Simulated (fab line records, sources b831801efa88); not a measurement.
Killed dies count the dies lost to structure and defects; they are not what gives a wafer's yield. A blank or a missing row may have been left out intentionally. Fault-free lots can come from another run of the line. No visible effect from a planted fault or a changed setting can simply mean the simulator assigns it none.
The tool behind it: which one? || flow sky130 || Sampling: 12 lots, 36 wafers, 6 of 708 route steps

## WHAT THE GAUGES SHOWED, per wafer
SKY_LDD_HVN_TW_MEAS_10.
{"lot": "L371", "measured": "day 20 09:01", "on": "filmMetro-01", "LDD_HVN_TW": "1460 1457 1457"}
{"lot": "L373", "measured": "day 21 01:51", "on": "filmMetro-03", "LDD_HVN_TW": "1433 1442 1435"}
{"lot": "L374", "measured": "day 21 21:26", "on": "filmMetro-01", "LDD_HVN_TW": "1440 1446 1447"}
{"lot": "L376", "measured": "day 22 16:02", "on": "filmMetro-03", "LDD_HVN_TW": "1445 1444 1448"}
{"lot": "L378", "measured": "day 23 13:17", "on": "filmMetro-02", "LDD_HVN_TW": "1440 1440 1444"}
{"lot": "L383", "measured": "day 25 10:47", "on": "filmMetro-02", "LDD_HVN_TW": "1438 1442 1442"}
{"lot": "L387", "measured": "day 26 08:32", "on": "filmMetro-02", "LDD_HVN_TW": "1445 1435 1437"}
{"lot": "L388", "measured": "day 27 02:38", "on": "filmMetro-03", "LDD_HVN_TW": "1437 1438 1441"}
{"lot": "L390", "measured": "day 27 11:15", "on": "filmMetro-03", "LDD_HVN_TW": "1442 1441 1439"}
{"lot": "L392", "measured": "day 28 03:40", "on": "filmMetro-01", "LDD_HVN_TW": "1454 1451 1445"}
{"lot": "L393", "measured": "day 28 13:20", "on": "filmMetro-01", "LDD_HVN_TW": "1445 1454 1446"}
{"lot": "L394", "measured": "day 28 18:51", "on": "filmMetro-02", "LDD_HVN_TW": "1432 1431 1436"}

SKY_SD_N_TW_MEAS_12.
{"lot": "L371", "measured": "day 28 04:49", "on": "filmMetro-02", "SD_N_TW": "3985 3965 3968"}
{"lot": "L373", "measured": "day 28 21:22", "on": "filmMetro-02", "SD_N_TW": "3984 3980 3965"}
{"lot": "L374", "measured": "day 29 14:07", "on": "filmMetro-01", "SD_N_TW": "4035 4019 4053"}
{"lot": "L376", "measured": "day 30 05:58", "on": "filmMetro-02", "SD_N_TW": "3952 3944 3970"}
{"lot": "L378", "measured": "day 31 04:31", "on": "filmMetro-02", "SD_N_TW": "3974 3973 3937"}
{"lot": "L383", "measured": "day 32 19:34", "on": "filmMetro-02", "SD_N_TW": "3978 3972 3957"}
{"lot": "L387", "measured": "day 33 15:22", "on": "filmMetro-02", "SD_N_TW": "3987 3980 3986"}
{"lot": "L388", "measured": "day 34 05:44", "on": "filmMetro-02", "SD_N_TW": "3958 3969 3978"}
{"lot": "L390", "measured": "day 34 15:16", "on": "filmMetro-01", "SD_N_TW": "3992 4006 4016"}
{"lot": "L392", "measured": "day 35 06:05", "on": "filmMetro-03", "SD_N_TW": "3962 4004 3995"}
{"lot": "L393", "measured": "day 35 15:28", "on": "filmMetro-01", "SD_N_TW": "3992 4037 4006"}
{"lot": "L394", "measured": "day 35 20:19", "on": "filmMetro-02", "SD_N_TW": "3961 3959 3941"}

SKY_SD_N_RS_MEAS_16: the measuring method here is four-point-probe.
{"lot": "L371", "measured": "day 28 05:07", "on": "filmMetro-03", "SD_N_RS (ohm/sq)": "68.68 68.53 68.54"}
{"lot": "L373", "measured": "day 28 21:39", "on": "filmMetro-02", "SD_N_RS (ohm/sq)": "68.50 68.33 68.39"}
{"lot": "L374", "measured": "day 29 14:25", "on": "filmMetro-02", "SD_N_RS (ohm/sq)": "68.54 68.64 68.69"}
{"lot": "L376", "measured": "day 30 06:15", "on": "filmMetro-01", "SD_N_RS (ohm/sq)": "72.66 72.63 72.63"}
{"lot": "L378", "measured": "day 31 04:50", "on": "filmMetro-01", "SD_N_RS (ohm/sq)": "72.37 72.44 72.35"}
{"lot": "L383", "measured": "day 32 19:51", "on": "filmMetro-03", "SD_N_RS (ohm/sq)": "68.60 68.60 68.58"}
{"lot": "L387", "measured": "day 33 15:39", "on": "filmMetro-02", "SD_N_RS (ohm/sq)": "68.64 68.36 68.53"}
{"lot": "L388", "measured": "day 34 06:01", "on": "filmMetro-01", "SD_N_RS (ohm/sq)": "68.34 68.48 68.45"}
{"lot": "L390", "measured": "day 34 15:34", "on": "filmMetro-02", "SD_N_RS (ohm/sq)": "68.47 68.54 68.58"}
{"lot": "L392", "measured": "day 35 06:23", "on": "filmMetro-02", "SD_N_RS (ohm/sq)": "68.45 68.70 68.56"}
{"lot": "L393", "measured": "day 35 15:46", "on": "filmMetro-03", "SD_N_RS (ohm/sq)": "68.78 68.90 68.71"}
{"lot": "L394", "measured": "day 35 20:35", "on": "filmMetro-02", "SD_N_RS (ohm/sq)": "68.60 68.50 68.46"}

SKY_SD_N_RS_MEAS_17: the measuring method here is four-point-probe.
{"lot": "L371", "measured": "day 28 05:14", "on": "filmMetro-03", "SD_P_RS (ohm/sq)": "147.2 147.1 146.9"}
{"lot": "L373", "measured": "day 28 21:46", "on": "filmMetro-02", "SD_P_RS (ohm/sq)": "147.1 146.9 146.6"}
{"lot": "L374", "measured": "day 29 14:32", "on": "filmMetro-02", "SD_P_RS (ohm/sq)": "147.7 147.6 147.6"}
{"lot": "L376", "measured": "day 30 06:22", "on": "filmMetro-01", "SD_P_RS (ohm/sq)": "171.3 170.4 170.9"}
{"lot": "L378", "measured": "day 31 04:58", "on": "filmMetro-01", "SD_P_RS (ohm/sq)": "170.3 170.7 170.3"}
{"lot": "L383", "measured": "day 32 19:58", "on": "filmMetro-03", "SD_P_RS (ohm/sq)": "147.1 146.6 146.5"}
{"lot": "L387", "measured": "day 33 15:46", "on": "filmMetro-02", "SD_P_RS (ohm/sq)": "146.8 146.9 146.5"}
{"lot": "L388", "measured": "day 34 06:08", "on": "filmMetro-01", "SD_P_RS (ohm/sq)": "146.7 146.6 146.4"}
{"lot": "L390", "measured": "day 34 15:41", "on": "filmMetro-02", "SD_P_RS (ohm/sq)": "146.6 147.1 146.9"}
{"lot": "L392", "measured": "day 35 06:30", "on": "filmMetro-02", "SD_P_RS (ohm/sq)": "147.1 147.8 147.1"}
{"lot": "L393", "measured": "day 35 15:53", "on": "filmMetro-03", "SD_P_RS (ohm/sq)": "147.1 147.6 147.6"}
{"lot": "L394", "measured": "day 35 20:43", "on": "filmMetro-02", "SD_P_RS (ohm/sq)": "146.8 147.1 147.0"}

SKY_LI_CONTACT_RS_MEAS_22: the measuring method here is four-point-probe.
{"lot": "L371", "measured": "day 29 11:19", "on": "filmMetro-02", "LI_CONTACT_W_RS (ohm/sq)": "0.2816 0.2868 0.2822"}
{"lot": "L373", "measured": "day 30 03:49", "on": "filmMetro-02", "LI_CONTACT_W_RS (ohm/sq)": "0.2800 0.2812 0.2839"}
{"lot": "L374", "measured": "day 30 20:42", "on": "filmMetro-01", "LI_CONTACT_W_RS (ohm/sq)": "0.2819 0.2806 0.2824"}
{"lot": "L376", "measured": "day 31 12:55", "on": "filmMetro-03", "LI_CONTACT_W_RS (ohm/sq)": "0.2848 0.2808 0.2833"}
{"lot": "L378", "measured": "day 32 11:38", "on": "filmMetro-03", "LI_CONTACT_W_RS (ohm/sq)": "0.2834 0.2816 0.2843"}
{"lot": "L383", "measured": "day 34 00:50", "on": "filmMetro-03", "LI_CONTACT_W_RS (ohm/sq)": "0.2808 0.2820 0.2814"}
{"lot": "L387", "measured": "day 34 19:22", "on": "filmMetro-01", "LI_CONTACT_W_RS (ohm/sq)": "0.2835 0.2824 0.2862"}
{"lot": "L388", "measured": "day 35 10:26", "on": "filmMetro-01", "LI_CONTACT_W_RS (ohm/sq)": "0.2831 0.2794 0.2825"}
{"lot": "L390", "measured": "day 35 20:34", "on": "filmMetro-01", "LI_CONTACT_W_RS (ohm/sq)": "0.2784 0.2799 0.2774"}
{"lot": "L392", "measured": "day 36 10:52", "on": "filmMetro-01", "LI_CONTACT_W_RS (ohm/sq)": "0.2820 0.2831 0.2835"}
{"lot": "L393", "measured": "day 36 19:55", "on": "filmMetro-01", "LI_CONTACT_W_RS (ohm/sq)": "0.2853 0.2855 0.2859"}
{"lot": "L394", "measured": "day 37 00:40", "on": "filmMetro-02", "LI_CONTACT_W_RS (ohm/sq)": "0.2848 0.2832 0.2834"}

## WHICH TOOL RAN EACH LOT (tool, then ch and the chambers of the sampled wafers, then the start)
{"lot": "L371", "SKY_SD_N_RTA_14": "rtpAnneal-02 ch 0, day 28 04:56"}
{"lot": "L373", "SKY_SD_N_RTA_14": "rtpAnneal-02 ch 0, day 28 21:29"}
{"lot": "L374", "SKY_SD_N_RTA_14": "rtpAnneal-01 ch 0, day 29 14:14"}
{"lot": "L376", "SKY_SD_N_RTA_14": "rtpAnneal-01 ch 0, day 30 06:05"}
{"lot": "L378", "SKY_SD_N_RTA_14": "rtpAnneal-01 ch 0, day 31 04:40"}
{"lot": "L383", "SKY_SD_N_RTA_14": "rtpAnneal-02 ch 0, day 32 19:41"}
{"lot": "L387", "SKY_SD_N_RTA_14": "rtpAnneal-02 ch 0, day 33 15:29"}
{"lot": "L388", "SKY_SD_N_RTA_14": "rtpAnneal-01 ch 0, day 34 05:50"}
{"lot": "L390", "SKY_SD_N_RTA_14": "rtpAnneal-01 ch 0, day 34 15:22"}
{"lot": "L392", "SKY_SD_N_RTA_14": "rtpAnneal-01 ch 0, day 35 06:11"}
{"lot": "L393", "SKY_SD_N_RTA_14": "rtpAnneal-02 ch 0, day 35 15:35"}
{"lot": "L394", "SKY_SD_N_RTA_14": "rtpAnneal-01 ch 0, day 35 20:25"}
- SKY_SD_N_RTA_14: time 2 s.

## WHAT THE TOOLS THEMSELVES READ (means of the sampled wafers that have a number; where no wafer has one, the mark that the record gives instead)
SKY_SD_N_RTA_14.
{"lot": "L371", "tool": "rtpAnneal-02", "lampPowerPct (%)": 15.73, "rampUpCPerS": 149.99, "wafer_temp_C_max": 1078.0}
{"lot": "L373", "tool": "rtpAnneal-02", "lampPowerPct (%)": 15.68, "rampUpCPerS": 150.01, "wafer_temp_C_max": 1078.0}
{"lot": "L374", "tool": "rtpAnneal-01", "lampPowerPct (%)": 15.70, "rampUpCPerS": 149.97, "wafer_temp_C_max": 1078.2}
{"lot": "L376", "tool": "rtpAnneal-01", "lampPowerPct (%)": 14.84, "rampUpCPerS": 150.01, "wafer_temp_C_max": 1078.6}
{"lot": "L378", "tool": "rtpAnneal-01", "lampPowerPct (%)": 14.83, "rampUpCPerS": 150.02, "wafer_temp_C_max": 1078.1}
{"lot": "L383", "tool": "rtpAnneal-02", "lampPowerPct (%)": 15.75, "rampUpCPerS": 150.03, "wafer_temp_C_max": 1078.9}
{"lot": "L387", "tool": "rtpAnneal-02", "lampPowerPct (%)": 15.75, "rampUpCPerS": 150.01, "wafer_temp_C_max": 1077.8}
{"lot": "L388", "tool": "rtpAnneal-01", "lampPowerPct (%)": 15.77, "rampUpCPerS": 150.00, "wafer_temp_C_max": 1078.4}
{"lot": "L390", "tool": "rtpAnneal-01", "lampPowerPct (%)": 15.75, "rampUpCPerS": 149.97, "wafer_temp_C_max": 1077.7}
{"lot": "L392", "tool": "rtpAnneal-01", "lampPowerPct (%)": 15.78, "rampUpCPerS": 150.01, "wafer_temp_C_max": 1078.4}
{"lot": "L393", "tool": "rtpAnneal-02", "lampPowerPct (%)": 15.72, "rampUpCPerS": 150.02, "wafer_temp_C_max": 1077.1}
{"lot": "L394", "tool": "rtpAnneal-01", "lampPowerPct (%)": 15.71, "rampUpCPerS": 150.03, "wafer_temp_C_max": 1078.1}

## THE ANSWER, worked out from the rows above alone
Rule: usual is defined by the lots themselves. Put in order of their means at a reading, lots are off if they are a third of the lots or fewer, leave a main group of 4 or more, and stand apart from it by a gap of 3 or more times the standard deviation of the main group's means; of several such gaps the widest counts. A main group is skipped when, at the precision printed for the reading in the tables above, its means are all equal. Also off: a lot with no number at a reading for which 4 or more lots have one. The other lots that the step has rows for count as sound. First the gauges in route order, then the tools' own readings, where a lot's mean is used as printed above. The first step at which some lot is off is used, and at that step the reading that is off furthest; a lot without a number counts as furthest.
Off: L376, L378, at SKY_SD_N_RS_MEAS_16 (SD_N_RS). The main group has a mean of 68.56 ohm/sq with a standard deviation of 0.1.
If a tool, at a process step before that reading, ran all the lots that are off and no sound lot after the first of them, it fits. The gauges at SKY_SD_N_RS_MEAS_16 aren't tried: what is off there is off at SKY_SD_N_RTA_14 too, on other tools, and a gauge's error can't cause that. Of those tried, none fits.

## WHAT THE SIMULATOR HAD PUT IN
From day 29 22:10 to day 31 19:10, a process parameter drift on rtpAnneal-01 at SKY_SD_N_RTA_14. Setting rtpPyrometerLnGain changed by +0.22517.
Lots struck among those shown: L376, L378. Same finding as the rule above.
